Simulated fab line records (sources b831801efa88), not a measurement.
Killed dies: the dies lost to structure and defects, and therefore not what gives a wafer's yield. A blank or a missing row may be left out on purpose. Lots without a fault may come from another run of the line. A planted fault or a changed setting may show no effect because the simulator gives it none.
Tool commonality check || flow sky130 || 42 wafers sampled across 12 lots

== REASON FOR OPENING ==
2 of 12 lots carry a flag on the reading GATE_OXIDE_TW at SKY_GATE_OXIDE_TW_MEAS_14. No-fault wafers: 222.0, standard deviation 2.3.
Rule: flag the lot when none of its wafers has a number, or when each of its wafers that has one lies beyond 4 standard deviations from that mean. All remaining lots are regarded as sound.

{"lot": "L432", "measured": "day 13 23:59", "on": "film_metro-01", "GATE_OXIDE_TW, wafer by wafer": "222.9 222.3 222.4", "flag": ""}
{"lot": "L434", "measured": "day 14 12:01", "on": "film_metro-04", "GATE_OXIDE_TW, wafer by wafer": "219.3 219.4 220.1", "flag": ""}
{"lot": "L435", "measured": "day 14 22:44", "on": "film_metro-04", "GATE_OXIDE_TW, wafer by wafer": "219.6 219.7 219.9", "flag": ""}
{"lot": "L438", "measured": "day 16 10:01", "on": "film_metro-01", "GATE_OXIDE_TW, wafer by wafer": "221.4 221.0 222.4", "flag": ""}
{"lot": "L440", "measured": "day 16 10:20", "on": "film_metro-02", "GATE_OXIDE_TW, wafer by wafer": "228.1 227.1 227.9", "flag": ""}
{"lot": "L439", "measured": "day 16 14:06", "on": "film_metro-02", "GATE_OXIDE_TW, wafer by wafer": "226.2 225.0 226.8", "flag": ""}
{"lot": "L442", "measured": "day 17 13:09", "on": "film_metro-04", "GATE_OXIDE_TW, wafer by wafer": "219.0 219.9 221.0", "flag": ""}
{"lot": "L444", "measured": "day 17 18:23", "on": "film_metro-04", "GATE_OXIDE_TW, wafer by wafer": "220.0 220.5 221.5", "flag": ""}
{"lot": "L445", "measured": "day 18 14:46", "on": "film_metro-04", "GATE_OXIDE_TW, wafer by wafer": "219.3 220.3 219.1", "flag": ""}
{"lot": "L448", "measured": "day 19 19:26", "on": "film_metro-04", "GATE_OXIDE_TW, wafer by wafer": "239.3 239.9 239.8 237.9 239.8 239.2", "flag": "FLAGGED"}
{"lot": "L449", "measured": "day 20 00:03", "on": "film_metro-01", "GATE_OXIDE_TW, wafer by wafer": "240.2 239.9 239.5 239.6 239.9 239.0", "flag": "FLAGGED"}
{"lot": "L454", "measured": "day 21 12:04", "on": "film_metro-04", "GATE_OXIDE_TW, wafer by wafer": "221.9 222.4 222.0", "flag": ""}
The mean of the flagged lots' numbers is 239.5, +17.5 from the usual (+8 standard deviations).

== WHICH TOOL RAN EACH LOT ==
The record holds 2 process steps before the reading, out of a route of 708 steps. Each cell gives the tool, then ch followed by the chambers the sampled wafers passed through, then the start.
{"lot": "L432", "flag": "", "SKY_SONOS_ONO_ETCH_15": "rie_diel-04 ch 1,2,3, day 12 20:50", "SKY_GATE_OXIDE_IMPLANT_11": "implanter-04 ch 0, day 13 23:38"}
{"lot": "L434", "flag": "", "SKY_SONOS_ONO_ETCH_15": "rie_diel-03 ch 1,3, day 13 06:50", "SKY_GATE_OXIDE_IMPLANT_11": "implanter-02 ch 0, day 14 11:40"}
{"lot": "L435", "flag": "", "SKY_SONOS_ONO_ETCH_15": "rie_diel-02 ch 2,3, day 13 17:59", "SKY_GATE_OXIDE_IMPLANT_11": "implanter-02 ch 0, day 14 22:23"}
{"lot": "L438", "flag": "", "SKY_SONOS_ONO_ETCH_15": "rie_diel-02 ch 0,1,2, day 15 02:53", "SKY_GATE_OXIDE_IMPLANT_11": "implanter-02 ch 0, day 16 09:42"}
{"lot": "L440", "flag": "", "SKY_SONOS_ONO_ETCH_15": "rie_diel-04 ch 1,2,3, day 15 03:50", "SKY_GATE_OXIDE_IMPLANT_11": "implanter-04 ch 0, day 16 10:00"}
{"lot": "L439", "flag": "", "SKY_SONOS_ONO_ETCH_15": "rie_diel-03 ch 2,3, day 15 08:02", "SKY_GATE_OXIDE_IMPLANT_11": "implanter-04 ch 0, day 16 13:45"}
{"lot": "L442", "flag": "", "SKY_SONOS_ONO_ETCH_15": "rie_diel-02 ch 1,2,3, day 16 05:08", "SKY_GATE_OXIDE_IMPLANT_11": "implanter-04 ch 0, day 17 12:48"}
{"lot": "L444", "flag": "", "SKY_SONOS_ONO_ETCH_15": "rie_diel-02 ch 1,2, day 16 11:14", "SKY_GATE_OXIDE_IMPLANT_11": "implanter-03 ch 0, day 17 18:01"}
{"lot": "L445", "flag": "", "SKY_SONOS_ONO_ETCH_15": "rie_diel-02 ch 1,2,3, day 17 07:26", "SKY_GATE_OXIDE_IMPLANT_11": "implanter-02 ch 0, day 18 14:24"}
{"lot": "L448", "flag": "FLAGGED", "SKY_SONOS_ONO_ETCH_15": "rie_diel-02 ch 0,1,3, day 18 08:32", "SKY_GATE_OXIDE_IMPLANT_11": "implanter-02 ch 0, day 19 19:05"}
{"lot": "L449", "flag": "FLAGGED", "SKY_SONOS_ONO_ETCH_15": "rie_diel-02 ch 0,1,3, day 18 12:44", "SKY_GATE_OXIDE_IMPLANT_11": "implanter-02 ch 0, day 19 23:42"}
{"lot": "L454", "flag": "", "SKY_SONOS_ONO_ETCH_15": "rie_diel-04 ch 0,1,3, day 20 02:17", "SKY_GATE_OXIDE_IMPLANT_11": "implanter-04 ch 0, day 21 11:43"}
What the steps here do:
- SKY_SONOS_ONO_ETCH_15: etches the open film in CHF3/O2, target depth 19.52 nm, time 7.8 s.
- SKY_GATE_OXIDE_IMPLANT_11
- SKY_GATE_OXIDE_TW_MEAS_14

== FLAGGED AGAINST TOTAL, ONE TOOL AT A TIME (gauges that did the reading follow at the end) ==
{"step": "SKY_SONOS_ONO_ETCH_15", "tool": "rie_diel-02", "lots run": 7, "flagged": 2, "share of the flagged lots": "all", "sound lots run after its first flagged lot": 0}
{"step": "SKY_SONOS_ONO_ETCH_15", "tool": "rie_diel-03", "lots run": 2, "flagged": 0, "share of the flagged lots": "none", "sound lots run after its first flagged lot": "-"}
{"step": "SKY_SONOS_ONO_ETCH_15", "tool": "rie_diel-04", "lots run": 3, "flagged": 0, "share of the flagged lots": "none", "sound lots run after its first flagged lot": "-"}
{"step": "SKY_GATE_OXIDE_IMPLANT_11", "tool": "implanter-02", "lots run": 6, "flagged": 2, "share of the flagged lots": "all", "sound lots run after its first flagged lot": 0}
{"step": "SKY_GATE_OXIDE_IMPLANT_11", "tool": "implanter-03", "lots run": 1, "flagged": 0, "share of the flagged lots": "none", "sound lots run after its first flagged lot": "-"}
{"step": "SKY_GATE_OXIDE_IMPLANT_11", "tool": "implanter-04", "lots run": 5, "flagged": 0, "share of the flagged lots": "none", "sound lots run after its first flagged lot": "-"}
{"step": "SKY_GATE_OXIDE_TW_MEAS_14", "tool": "film_metro-01", "lots run": 3, "flagged": 1, "share of the flagged lots": "some", "sound lots run after its first flagged lot": 0}
{"step": "SKY_GATE_OXIDE_TW_MEAS_14", "tool": "film_metro-02", "lots run": 2, "flagged": 0, "share of the flagged lots": "none", "sound lots run after its first flagged lot": "-"}
{"step": "SKY_GATE_OXIDE_TW_MEAS_14", "tool": "film_metro-04", "lots run": 7, "flagged": 1, "share of the flagged lots": "some", "sound lots run after its first flagged lot": "1 (L454)"}

== WHAT THE TABLE PERMITS ==
In 2 table rows, all flagged lots were run: rie_diel-02 (SKY_SONOS_ONO_ETCH_15), implanter-02 (SKY_GATE_OXIDE_IMPLANT_11).
- rie_diel-02 at SKY_SONOS_ONO_ETCH_15: 2 of its 7 lots flagged. Its last sound lot is L445 (day 17 07:26), its first flagged lot L448 (day 18 08:32): a fault that began between those two fits.
- implanter-02 at SKY_GATE_OXIDE_IMPLANT_11: 2 of its 6 lots flagged. Its last sound lot is L445 (day 18 14:24), its first flagged lot L448 (day 19 19:05): a fault that began between those two fits. Its own readings lie more than 4 standard deviations out on every wafer of the flagged lots: dose_ions_cm2, faraday_current_uA.
Counting lots can't tell these 2 tools apart, because each fits a fault that began at some hour. More lots, or a look at what each step does to the wafer, might.

== WHAT HAD BEEN PUT IN BY THE SIMULATOR ==
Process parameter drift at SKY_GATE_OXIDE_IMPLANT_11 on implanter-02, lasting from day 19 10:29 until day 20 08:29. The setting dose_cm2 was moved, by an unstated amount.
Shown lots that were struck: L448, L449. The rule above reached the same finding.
